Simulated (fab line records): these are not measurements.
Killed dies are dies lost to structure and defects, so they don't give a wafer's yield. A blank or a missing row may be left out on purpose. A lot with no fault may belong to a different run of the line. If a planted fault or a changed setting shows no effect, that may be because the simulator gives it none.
Which tool did it?	flow sky130	15 lots with 45 wafers sampled at 6 steps, on a route of 708 steps

## WHAT THE GAUGES SHOWED, per wafer
SKY_DNWELL_TW_MEAS_09.
lot	measured	on	DNWELL_TW
L513	day 3 10:57	film_metro-02	1122 1125 1122
L514	day 3 13:31	film_metro-03	1121 1125 1126
L516	day 4 04:44	film_metro-03	1118 1118 1113
L517	day 4 06:23	film_metro-03	1124 1122 1120
L519	day 4 17:34	film_metro-03	1119 1113 1115
L520	day 4 19:03	film_metro-02	1129 1126 1127
L521	day 5 02:02	film_metro-03	1113 1117 1115
L522	day 5 07:35	film_metro-01	1105 1110 1108
L530	day 7 05:00	film_metro-02	1127 1130 1124
L531	day 7 12:19	film_metro-01	1099 1106 1105
L532	day 7 17:22	film_metro-03	1112 1105 1104
L534	day 8 00:50	film_metro-03	1116 1116 1117
L533	day 8 01:08	film_metro-03	1127 1123 1128
L535	day 8 04:46	film_metro-01	1114 1112 1113
L536	day 8 09:23	film_metro-02	1115 1112 1118

SKY_PWDE_TW_MEAS_10.
lot	measured	on	PWDE_TW
L513	day 4 02:05	film_metro-02	378.1 377.3 375.3
L514	day 4 06:17	film_metro-02	377.8 376.1 376.8
L516	day 4 22:44	film_metro-03	376.6 375.7 374.3
L517	day 5 00:50	film_metro-03	376.5 374.8 374.4
L519	day 5 12:12	film_metro-01	370.7 370.1 372.3
L520	day 5 13:58	film_metro-02	30.4 30.3 30.4
L521	day 5 20:42	film_metro-02	30.4 30.4 30.4
L522	day 6 02:56	film_metro-02	30.1 30.2 30.3
L530	day 8 02:21	film_metro-03	376.0 375.5 378.0
L531	day 8 09:54	film_metro-02	374.3 375.9 374.4
L532	day 8 15:22	film_metro-03	374.7 376.0 375.9
L534	day 8 22:26	film_metro-02	374.7 375.5 375.3
L533	day 8 23:06	film_metro-03	375.9 374.6 376.8
L535	day 9 03:30	film_metro-01	373.0 374.1 371.0
L536	day 9 07:46	film_metro-02	375.2 374.2 375.1

SKY_VT_ADJUST_HVTP_CD_MEAS_07: target cd 380 nm.
lot	measured	on	cd_nm (nm)
L513	day 6 10:17	cd_sem-02	379.0 381.5 381.3
L514	day 6 14:55	cd_sem-01	383.1 385.1 381.9
L516	day 7 09:52	cd_sem-01	378.4 376.7 376.4
L517	day 7 11:28	cd_sem-01	380.1 380.9 380.8
L519	day 8 01:10	cd_sem-02	375.4 380.7 376.8
L520	day 8 02:11	cd_sem-02	380.7 379.5 382.3
L521	day 8 10:41	cd_sem-01	383.6 383.4 381.0
L522	day 8 17:43	cd_sem-01	382.7 384.3 382.5
L530	day 10 22:01	cd_sem-02	386.3 383.0 385.8
L531	day 11 06:52	cd_sem-01	379.3 381.4 380.0
L532	day 11 13:41	cd_sem-01	381.3 379.8 380.3
L534	day 11 19:35	cd_sem-02	385.9 384.9 382.9
L533	day 11 20:34	cd_sem-01	381.5 383.2 381.6
L535	day 12 00:55	cd_sem-02	382.1 382.7 380.5
L536	day 12 05:08	cd_sem-01	380.4 380.1 378.2

SKY_VT_ADJUST_LVTN_OVL_MEAS_07.
lot	measured	on	VT_ADJUST_LVTN_OVL (nm)
L513	day 7 05:41	overlay-02	-1.0 -2.2 -1.4
L514	day 7 10:47	overlay-02	-2.1 -1.6 -2.2
L516	day 8 08:10	overlay-02	-2.3 -3.4 -2.3
L517	day 8 09:14	overlay-01	-1.1 0.7 -0.9
L519	day 8 23:28	overlay-02	-0.4 0.2 -0.9
L520	day 9 00:25	overlay-02	0.1 0.2 0.0
L521	day 9 08:55	overlay-01	-1.6 -2.3 -1.7
L522	day 9 15:58	overlay-02	1.2 0.9 0.1
L530	day 11 22:29	overlay-02	-0.1 -0.8 0.5
L531	day 12 06:57	overlay-01	0.8 -0.4 0.0
L532	day 12 13:59	overlay-02	-0.8 -1.4 -2.4
L534	day 12 20:41	overlay-01	-1.7 -2.2 -2.1
L533	day 12 21:47	overlay-01	-0.1 1.4 -0.7
L535	day 13 01:55	overlay-01	1.9 0.6 0.4
L536	day 13 06:32	overlay-02	-1.0 -0.5 -1.3

## EACH LOT AND THE TOOL THAT RAN IT (in order: tool; ch and the chambers of the sampled wafers; start)
lot	SKY_DNWELL_STRIP_08	SKY_PWDE_STRIP_09
L513	plasma_asher-04 ch 0,1, day 3 10:50	plasma_asher-04 ch 0,1, day 4 01:59
L514	plasma_asher-04 ch 1, day 3 13:25	plasma_asher-01 ch 0,1, day 4 06:11
L516	plasma_asher-03 ch 0,1, day 4 04:38	plasma_asher-01 ch 0,1, day 4 22:38
L517	plasma_asher-03 ch 0,1, day 4 06:16	plasma_asher-02 ch 0,1, day 5 00:44
L519	plasma_asher-03 ch 0,1, day 4 17:28	plasma_asher-02 ch 0,1, day 5 12:06
L520	plasma_asher-04 ch 0,1, day 4 18:56	plasma_asher-02 ch 0,1, day 5 13:51
L521	plasma_asher-01 ch 0,1, day 5 01:56	plasma_asher-04 ch 0,1, day 5 20:36
L522	plasma_asher-01 ch 0,1, day 5 07:29	plasma_asher-01 ch 0,1, day 6 02:50
L530	plasma_asher-01 ch 0,1, day 7 04:55	plasma_asher-04 ch 0,1, day 8 02:16
L531	plasma_asher-04 ch 0,1, day 7 12:14	plasma_asher-01 ch 0,1, day 8 09:49
L532	plasma_asher-04 ch 0,1, day 7 17:17	plasma_asher-01 ch 0,1, day 8 15:16
L534	plasma_asher-01 ch 0,1, day 8 00:44	plasma_asher-04 ch 0,1, day 8 22:20
L533	plasma_asher-03 ch 0,1, day 8 01:03	plasma_asher-02 ch 0,1, day 8 23:01
L535	plasma_asher-03 ch 0,1, day 8 04:40	plasma_asher-02 ch 0,1, day 9 03:24
L536	plasma_asher-04 ch 0,1, day 8 09:18	plasma_asher-04 ch 0,1, day 9 07:41
- SKY_DNWELL_STRIP_08: strips in O2/N2.
- SKY_PWDE_STRIP_09: strips in O2/N2.

## AS READ BY THE TOOLS THEMSELVES (means over the sampled wafers that have a number; for cases with no such wafer, the mark the record gives instead)
SKY_DNWELL_STRIP_08.
lot	tool	chamber_pressure_mTorr (mTorr)	drypump_motor_current_A (A)	oes_product_au (a.u.)	strip_time_to_endpoint_s (s)
L513	plasma_asher-04	1500.3	6.2	0.723	36.93
L514	plasma_asher-04	1499.1	6.1	0.724	36.93
L516	plasma_asher-03	1500.4	5.9	0.724	36.91
L517	plasma_asher-03	1500.4	5.6	0.720	36.87
L519	plasma_asher-03	1499.5	5.6	0.725	37.04
L520	plasma_asher-04	-	-	-	-
L521	plasma_asher-01	-	-	-	-
L522	plasma_asher-01	-	-	-	-
L530	plasma_asher-01	1499.5	5.3	0.723	36.91
L531	plasma_asher-04	1501.2	6.3	0.722	36.86
L532	plasma_asher-04	1500.0	6.2	0.720	36.95
L534	plasma_asher-01	1500.4	5.6	0.721	36.88
L533	plasma_asher-03	1499.3	5.9	0.724	36.99
L535	plasma_asher-03	1501.1	5.6	0.725	37.10
L536	plasma_asher-04	1499.1	6.3	0.722	37.01

SKY_PWDE_STRIP_09.
lot	tool	chamber_pressure_mTorr (mTorr)	drypump_motor_current_A (A)	oes_product_au (a.u.)	strip_time_to_endpoint_s (s)
L513	plasma_asher-04	1500.4	6.3	0.721	36.91
L514	plasma_asher-01	1501.1	5.2	0.724	36.89
L516	plasma_asher-01	1500.3	5.3	0.725	37.06
L517	plasma_asher-02	1499.5	5.2	0.724	36.94
L519	plasma_asher-02	1500.7	5.3	0.723	36.94
L520	plasma_asher-02	1500.3	5.3	0.740	81.03
L521	plasma_asher-04	1500.1	6.3	0.737	80.98
L522	plasma_asher-01	1499.9	5.3	0.738	81.30
L530	plasma_asher-04	1499.7	6.2	0.722	36.86
L531	plasma_asher-01	1499.2	5.3	0.718	36.90
L532	plasma_asher-01	1499.4	5.6	0.724	36.92
L534	plasma_asher-04	1500.0	6.3	0.718	36.90
L533	plasma_asher-02	1499.4	5.3	0.721	36.77
L535	plasma_asher-02	1500.4	5.4	0.725	37.00
L536	plasma_asher-04	1499.6	6.2	0.725	36.72

## THE ANSWER, worked out from the rows above alone
Rule: the lots themselves supply what counts as usual. Put in order of their means at a reading, lots are off if they are a third of the lots or fewer, leave a main group of 4 or more, and stand apart from it by a gap of 3 or more times the standard deviation of the main group's means; of several such gaps the widest counts. The tables above print the reading to a certain number of digits; a main group whose means all agree to those digits is not used. A lot without any number at a reading at which 4 lots or more have one is off too. The other lots that the step has rows for count as sound. Order of review: gauges by route order, followed by the tools' own readings, for which a lot's mean as printed above is used. At the first step where some lot is off, the reading lying furthest off is the one used; lots without a number count as furthest.
Off: L520, L521, L522, seen at SKY_PWDE_TW_MEAS_10 (PWDE_TW). The main group: mean 375.1, standard deviation 1.6.
If a tool, at a process step before that reading, ran all the lots that are off and no sound lot after the first of them, it fits. The gauges at SKY_PWDE_TW_MEAS_10 aren't tried: what is off there is off at SKY_DNWELL_STRIP_08 too, on other tools, and a gauge's error can't cause that. Not one of the candidates tried fits.

## WHAT THE SIMULATOR HAD INSERTED
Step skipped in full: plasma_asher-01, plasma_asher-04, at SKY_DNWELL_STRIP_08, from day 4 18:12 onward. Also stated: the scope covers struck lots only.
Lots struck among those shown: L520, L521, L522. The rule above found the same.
